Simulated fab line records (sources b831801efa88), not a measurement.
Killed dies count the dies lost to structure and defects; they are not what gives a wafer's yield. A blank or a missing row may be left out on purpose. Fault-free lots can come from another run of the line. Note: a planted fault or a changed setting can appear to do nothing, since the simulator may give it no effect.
Struck lot and sound lot, side by side	flow sky130	15 steps out of a route of 708
Sound: the wafers L872.3, L872.4, L872.6. Wafers L880.1, L880.2, L880.6 were the ones struck. Last of all comes the cause.
Order at every step that has rows: each side's tool, ch and its chambers, its first start. Under that, the readings that differ: sound wafers	struck wafers	difference of the means	sigmas: that difference in standard deviations of wafers without a fault.
alike: same words and numbers on both sides, and readings whose means sit less than 2 such deviations apart. not compared: any withheld reading, any reading some wafer has no value for, any bound like >300 that may hide the same value, and any number with overlapping values for which the record gives no deviation.
The two part at a step that has a row with sigmas, a row that says differs or no value, or rows on one side only. Numbers that don't overlap but have no deviation are shown without sigmas and don't part them. A reading that every wafer of one side lacks parts them only if that side has two wafers or more.

SKY_LDD_HVP_TW_MEAS_10:
  sound on film_metro-04 at day 22 21:10; struck on film_metro-04 at day 25 21:34
  alike: LDD_HVP_TW
then, 7 steps without rows for these wafers: SKY_LDD_LDN_DEHYDRATE_00 (time 60 s); SKY_LDD_LDN_HMDS_01 (prime time 60 s); SKY_LDD_LDN_COAT_02 (resist thk 1140 nm); SKY_LDD_LDN_SOFTBAKE_03 (time 60 s); SKY_LDD_LDN_EXPOSE_04 (exposes mask LDNTM, target cd 700 nm); SKY_LDD_LDN_PEB_05; SKY_LDD_LDN_DEVELOP_06 (develop time 60 s).
SKY_LDD_LDN_OVL_MEAS_07:
  sound on overlay-01 at day 24 02:58; struck on overlay-01 at day 27 02:01
  alike: LDD_LDN_OVL
then, 3 steps without rows for these wafers: SKY_LDD_LDN_IMPLANT_08; SKY_LDD_LDN_IMPLANT_09; SKY_LDD_LDN_IMPLANT_10.
SKY_LDD_LDN_IMPLANT_11:
  sound on implanter-04 ch 0, day 24 03:29; struck on implanter-04, day 27 02:30
  no value came back on the struck wafers for beam_energy_keV, beam_on_s (s); on the sound wafers beam_energy_keV reads 15.003 14.996 14.992
SKY_LDD_LDN_STRIP_12: strips in O2/N2.
  sound on plasma_asher-01 ch 0,1, day 24 03:37; struck on plasma_asher-02 ch 0,1, day 27 02:39
  alike: drypump_motor_current_A, oes_product_au, strip_time_to_endpoint_s
  not compared: rf_hours_counter_h
SKY_LDD_LDN_TW_MEAS_13:
  sound on film_metro-03 at day 24 03:42; struck on film_metro-03 at day 27 02:59
reading	sound	struck	difference	sigmas
LDD_LDN_TW	1472 1469 1472	1344 1343 1341	-128	-7
  not compared: hold

WHERE THEY PART
First at SKY_LDD_LDN_IMPLANT_11; last, within this record, at SKY_LDD_LDN_TW_MEAS_13.

WHY: what the simulator had put in
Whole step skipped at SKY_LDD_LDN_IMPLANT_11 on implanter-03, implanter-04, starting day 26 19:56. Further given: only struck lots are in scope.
